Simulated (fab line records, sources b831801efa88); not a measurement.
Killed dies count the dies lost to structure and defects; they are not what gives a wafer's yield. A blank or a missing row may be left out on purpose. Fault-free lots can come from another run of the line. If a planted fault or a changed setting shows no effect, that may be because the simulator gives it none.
Comparing a struck lot with a sound one    flow gf180mcu    14 out of 602 route steps
Sound: the wafers L544.1, L544.4, L544.6. Wafers L538.2, L538.3, L538.6 were the ones struck. Last of all comes the cause.
Per side, at each step with rows, come the tool, then ch with its chambers, and then its first start. Under that, the readings that differ: sound wafers    struck wafers    difference of the means    sigmas: that difference in standard deviations of wafers without a fault.
alike: same words and numbers on both sides, and readings whose means sit less than 2 such deviations apart. not compared: any withheld reading, any reading some wafer has no value for, any bound like >300 that may hide the same value, and any number with overlapping values for which the record gives no deviation.
Wherever a step has rows on one side only, a row that says differs or no value, or a row with sigmas, the two part there. Numbers that don't overlap but have no deviation are shown without sigmas and don't part them. A reading that every wafer of one side lacks parts them only if that side has two wafers or more.

GF_V4_THK_MEAS_01:
  sound: film_metro-02 at day 28 17:17; struck: film_metro-03 at day 26 21:23
  alike: V4_CVD_00_THK
GF_V4_CVD_02: deposits SiO2 from TEOS, target thk 850 nm, time 94.851 s.
  sound on pecvd-03 ch 0,1,2, day 28 17:21; struck on pecvd-04 ch 1,2, day 26 21:26
  alike: heater_power_w
GF_V4_THK_MEAS_03:
  sound: film_metro-03 at day 28 17:25; struck: film_metro-02 at day 26 21:31
  alike: V4_CVD_02_THK
GF_V4_CMP_04: polishes SiO2.
  sound on cmp-01 ch 0,1,3, day 28 17:35; struck on cmp-01 ch 0,3, day 26 21:34
  alike: edge_zone_pressure_frac, motor_current_A, slurry_filter_dp_kPa, slurry_flow_ml_min, time_to_endpoint_s
GF_V4_BOW_MEAS_05:
  sound: film_metro-02 at day 28 17:47; struck: film_metro-03 at day 26 21:53
  alike: V4_BOW
then, 4 steps without rows for these wafers: GF_V4_DEHYDRATE_06 (time 60 s); GF_V4_HMDS_07 (prime time 60 s); GF_V4_COAT_08; GF_V4_COAT_09 (resist thk 1000 nm).
GF_V4_SOFTBAKE_10: time 61.28 s.
  sound on litho_track-03 ch 0; struck on litho_track-02 ch 0
  alike: exhaust_pa, plate_sensor_t_centre_C, plate_sensor_t_edge_C
then, 2 steps without rows for these wafers: GF_V4_EXPOSE_11 (exposes mask Via4, target cd 260 nm); GF_V4_PEB_12 (peb time 90 s).
GF_V4_DEVELOP_13: develop time 60 s.
  struck on litho_track-02, day 27 18:15; sound on litho_track-01 ch 0, day 29 12:57
  no value came back on the struck wafers for chill_plate_temp_C (C), develop_time_s (s), exhaust_pa (Pa); on the sound wafers chill_plate_temp_C (C) reads 23.07 23.00 23.06
reading                              sound              struck             difference  sigmas
model.KrF_of_V4_COAT_09.thk_nm (nm)  986.4 984.7 982.7  997.7 996.7 999.4  +13.3       
GF_V4_CD_MEAS_14: target cd 260 nm.
  sound: cd_sem-01 at day 29 13:06; struck: cd_sem-01 at day 27 18:24
reading     sound              struck  difference                     sigmas
cd_nm (nm)  259.5 259.6 259.7  - - -   no value on the struck wafers  

== WHERE THEY PART ==
At GF_V4_DEVELOP_13 first; at GF_V4_CD_MEAS_14 last (within this record only).

WHY: what the simulator had put in
Beginning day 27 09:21, the whole step at GF_V4_DEVELOP_13 was skipped on litho_track-02. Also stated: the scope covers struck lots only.
